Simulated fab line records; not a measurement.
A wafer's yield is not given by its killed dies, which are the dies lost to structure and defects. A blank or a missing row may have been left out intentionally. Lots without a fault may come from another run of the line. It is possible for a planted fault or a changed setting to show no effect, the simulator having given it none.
A lot that was struck, set against a sound lot + flow sky130 + 32 out of 708 route steps
Sound: the wafers L608.3, L608.5, L608.6. The struck wafers were L624.3, L624.4, L624.6. Last of all comes the cause.
At each step with rows: each side's tool, then ch and its chambers, then its first start. Under that, the readings that differ: sound wafers + struck wafers + difference of the means + sigmas: that difference in standard deviations of wafers without a fault.
alike: words and numbers the same on both sides, and readings whose means are apart by under 2 such deviations; not compared: readings that were withheld, readings missing a value for some wafer, numbers with overlapping values and no deviation given by the record, and bounds like >300 which may hide the same value.
The two part at a step that has a row with sigmas, a row that says differs or no value, or rows on one side only. Non-overlapping numbers with no deviation appear without sigmas and do not part them. A reading missing from all wafers of one side parts the sides only when that side holds two or more wafers.

SKY_PWDE_OVL_MEAS_07:
  sound on overlay-02 at day 4 18:01; struck on overlay-01 at day 7 19:46
| reading       | sound          | struck      | difference | sigmas |
|---------------|----------------|-------------|------------|--------|
| PWDE_OVL (nm) | -3.2 -3.3 -2.5 | 1.3 0.1 2.7 | +4.4       | +3     |
after that, 1 step had no rows for these wafers: SKY_PWDE_IMPLANT_08.
SKY_PWDE_STRIP_09: strips in O2/N2.
  sound on plasma asher-04 ch 0,1, day 4 18:14; struck on plasma asher-03 ch 0,1, day 7 19:59
| reading                      | sound             | struck            | difference | sigmas |
|------------------------------|-------------------|-------------------|------------|--------|
| strip time to endpoint s (s) | 36.93 36.85 36.74 | 37.10 37.22 37.17 | +0.32      | +3     |
  alike: drypump motor current A, oes product au
  not compared: rf hours counter h
SKY_PWDE_TW_MEAS_10:
  sound on film metro-04 at day 4 18:19; struck on film metro-03 at day 7 20:04
  alike: PWDE_TW
then, 7 steps without rows for these wafers: SKY_NWELL_DEHYDRATE_03 (time 60 s); SKY_NWELL_HMDS_04 (prime time 60 s); SKY_NWELL_COAT_05 (resist thk 3000 nm); SKY_NWELL_SOFTBAKE_06; SKY_NWELL_EXPOSE_07 (exposes mask NWM, target cd 840 nm); SKY_NWELL_PEB_08; SKY_NWELL_DEVELOP_09 (develop time 60 s).
SKY_NWELL_OVL_MEAS_10:
  sound on overlay-02 at day 5 12:13; struck on overlay-01 at day 8 16:29
  alike: NWELL_00_OVL
SKY_NWELL_IMPLANT_11:
  sound on implanter-04 ch 0, day 5 12:18; struck on implanter-04 ch 0, day 8 16:34
| reading                   | sound                | struck               | difference | sigmas      |
|---------------------------|----------------------|----------------------|------------|-------------|
| beam energy keV           | 400.03 400.04 400.08 | 380.07 380.26 380.09 | -19.91     | -99 or more |
| model.implant.rp nm (nm)  | 507.7 507.7 507.7    | 470.6 470.6 470.6    | -37.1      |             |
| model.implant.drp nm (nm) | 116.9 116.9 116.9    | 113.7 113.7 113.7    | -3.2       |             |
  alike: dose ions cm2, end station pressure torr
then, 2 steps without rows for these wafers: SKY_NWELL_IMPLANT_12; SKY_NWELL_IMPLANT_13.
SKY_NWELL_STRIP_14: strips in O2/N2.
  sound on plasma asher-03 ch 0,1, day 5 12:44; struck on plasma asher-01 ch 0,1, day 8 17:00
  alike: drypump motor current A, oes product au, strip time to endpoint s
  not compared: rf hours counter h
SKY_NWELL_TW_MEAS_15:
  sound on film metro-03 at day 5 12:49; struck on film metro-04 at day 8 17:05
  alike: NWELL_TW
then, 7 steps without rows for these wafers: SKY_NWELL_DEHYDRATE_16 (time 60 s); SKY_NWELL_HMDS_17 (prime time 60 s); SKY_NWELL_COAT_18 (resist thk 3000 nm); SKY_NWELL_SOFTBAKE_19; SKY_NWELL_EXPOSE_20 (exposes mask NWM COMPLEMENT, target cd 840 nm); SKY_NWELL_PEB_21; SKY_NWELL_DEVELOP_22 (develop time 60 s).
SKY_NWELL_OVL_MEAS_23:
  sound on overlay-01 at day 6 06:43; struck on overlay-02 at day 9 14:22
  alike: NWELL_01_OVL
after that, 1 step had no rows for these wafers: SKY_NWELL_IMPLANT_24.
SKY_NWELL_STRIP_25: strips in O2/N2.
  sound on plasma asher-01 ch 0,1, day 6 07:10; struck on plasma asher-02 ch 0,1, day 9 14:35
  alike: drypump motor current A, oes product au, strip time to endpoint s
  not compared: rf hours counter h
SKY_NWELL_TW_MEAS_26:
  sound on film metro-04 at day 6 07:16; struck on film metro-02 at day 9 14:40
  alike: NWELL_2_TW
then, 1 step without rows for these wafers: SKY_NWELL_CLEAN_27 (cleans in SC1/SC2, time 150 s).
SKY_NWELL_RTA_28: time 30 s.
  sound on rtp anneal-01 ch 0, day 6 07:23; struck on rtp anneal-02 ch 0, day 9 14:47
  alike: lamp power pct, wafer_temp_C_max
SKY_NWELL_RS_MEAS_29: measurement is done with a four-point probe.
  sound on film metro-04 at day 6 07:29; struck on film metro-04 at day 9 15:15
| reading           | sound             | struck            | difference | sigmas |
|-------------------|-------------------|-------------------|------------|--------|
| NWELL_RS (ohm/sq) | 623.6 624.3 624.4 | 632.1 633.1 631.8 | +8.2       | +5     |
  not compared: hold
-- the record jumps here: 41 days lie between the struck wafers' starts before and after (it left off in module NWELL and takes up again in module PAD_OPEN, whose first step shown is number 708 of the route) --
SKY_PAD_OPEN_PROBE_99:
  sound on prober-02 at day 46 20:55; struck on prober-02 at day 50 05:37
| reading                                   | sound                   | struck                  | difference | sigmas |
|-------------------------------------------|-------------------------|-------------------------|------------|--------|
| model.etest.res nwell.line ohm um         | 1091 1028 1082          | 1303 1342 1309          | +251       |        |
| model.etest.res nwell.rs ohm sq           | 906.3 854.4 907.4       | 1076 1094 1079          | +194       |        |
| model.etest.tip_p_5v.rs ohm sq            | 2812 2831 2813          | 2895 2911 2909          | +86        |        |
| model.etest.pfet g5v0d10v5.off log10 a um | -12.2 -12.28 -12.04     | -12.91 -12.92 -12.76    | -0.69      |        |
| model.etest.pfet_01v8_lvt.off log10 a um  | -8.636 -8.505 -8.408    | -9.044 -8.934 -8.829    | -0.419     |        |
| model.etest.pfet g5v0d10v5.vt sat v (V)   | -0.6071 -0.6196 -0.598  | -0.6794 -0.673 -0.6476  | -0.0584    |        |
| model.etest.pfet_16v.vt v (V)             | -1.052 -1.059 -1.042    | -1.098 -1.099 -1.097    | -0.047     |        |
| model.etest.pfet_01v8_lvt.vt sat v (V)    | -0.4193 -0.4163 -0.4091 | -0.4505 -0.4515 -0.4519 | -0.0364    |        |
  alike: killed_at_M0_to_M3, killed_at_M4_up, killed at contacts, killed at front end, killed at other, killed dies, killed open, killed short

== WHERE THEY PART ==
At SKY_PWDE_OVL_MEAS_07 first; at SKY_NWELL_RS_MEAS_29 last (within this record only). Later steps at which nothing parts them and some readings are alike: SKY_PAD_OPEN_PROBE_99.

WHY: what the simulator had put in
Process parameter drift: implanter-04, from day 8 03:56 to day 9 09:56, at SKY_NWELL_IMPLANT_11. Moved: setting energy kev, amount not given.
